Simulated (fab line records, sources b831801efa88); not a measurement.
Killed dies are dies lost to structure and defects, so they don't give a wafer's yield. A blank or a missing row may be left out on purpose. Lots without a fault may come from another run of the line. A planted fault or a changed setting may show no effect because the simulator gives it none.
One fault seen from 2 desks | flow gf180mcu | each desk has only its own numbers; what lay behind them comes last

THE METROLOGY DESK
What the gauges read, lot by lot, whatever tool the lot ran on: means of the sampled wafers that have a number. A lot is out of limits, marked OUT, if its mean lies more than 4 standard deviations from the usual mean; the brackets give that distance.
Columns: A = V5_W_RS at GF_V5_RS_MEAS_24, usual 0.326 ohm/sq; B = V5_W_THK at GF_V5_THK_MEAS_25, usual 349 nm; C = TOP_METAL_ALCU_RS at GF_TOP_METAL_RS_MEAS_05, usual 0.0327 ohm/sq; D = TOP_METAL_ALCU_THK at GF_TOP_METAL_THK_MEAS_06, usual 901 nm; E = cd_nm at GF_TOP_METAL_CD_MEAS_14, usual 439.8 nm; F = TOP_METAL_OVL at GF_TOP_METAL_OVL_MEAS_15, usual -0.4 nm
lot  | first seen here | A     | B   | C      | D   | E     | F
L992 | day 27 08:21    | 0.325 | 350 | 0.0330 | 897 | 440.1 | -0.6
L995 | day 28 02:34    | 0.326 | 347 | 0.0322 | 920 | 443.2 | -1.6
L102 | day 31 05:56    | 0.327 | 346 | 0.0324 | 904 | 442.1 | -1.4
L104 | day 31 17:41    | 0.327 | 350 | 0.0333 | 886 | 436.1 | 2.0
L103 | day 31 18:22    | 0.328 | 345 | 0.0322 | 908 | 438.7 | 1.2
L105 | day 31 19:59    | 0.326 | 352 | 0.0326 | 902 | 443.9 | -1.4
L111 | day 32 21:16    | 0.327 | 353 | 0.0332 | 898 | 438.7 | 0.0
This desk's finding: nothing out of limits on any of the 7 lots.

THE TOOL OWNER'S DESK: pvd_sputter-02
The tool's own readings at GF_TOP_METAL_SPUTTER_04 (material TiN, target thk 25 nm, time 20.8 s): means of the sampled wafers that have a number, for each lot that ran on this tool. A lot is out of limits, marked OUT, if its mean lies more than 4 standard deviations from the usual mean; the brackets give that distance.
Columns: A = throttle_valve_pct at GF_TOP_METAL_SPUTTER_04, usual 29.6 %
lot  | first seen here | A
L995 | day 28 03:13    | 30.6
L102 | day 31 06:36    | 29.5
L103 | day 31 19:04    | 29.8
L105 | day 31 20:38    | 30.5
This desk's finding: nothing out of limits on any of the 4 lots.

PUT TOGETHER
The metrology desk saw nothing out of limits.
The tool owner's desk saw nothing out of limits.

WHAT THE SIMULATOR HAD PUT IN
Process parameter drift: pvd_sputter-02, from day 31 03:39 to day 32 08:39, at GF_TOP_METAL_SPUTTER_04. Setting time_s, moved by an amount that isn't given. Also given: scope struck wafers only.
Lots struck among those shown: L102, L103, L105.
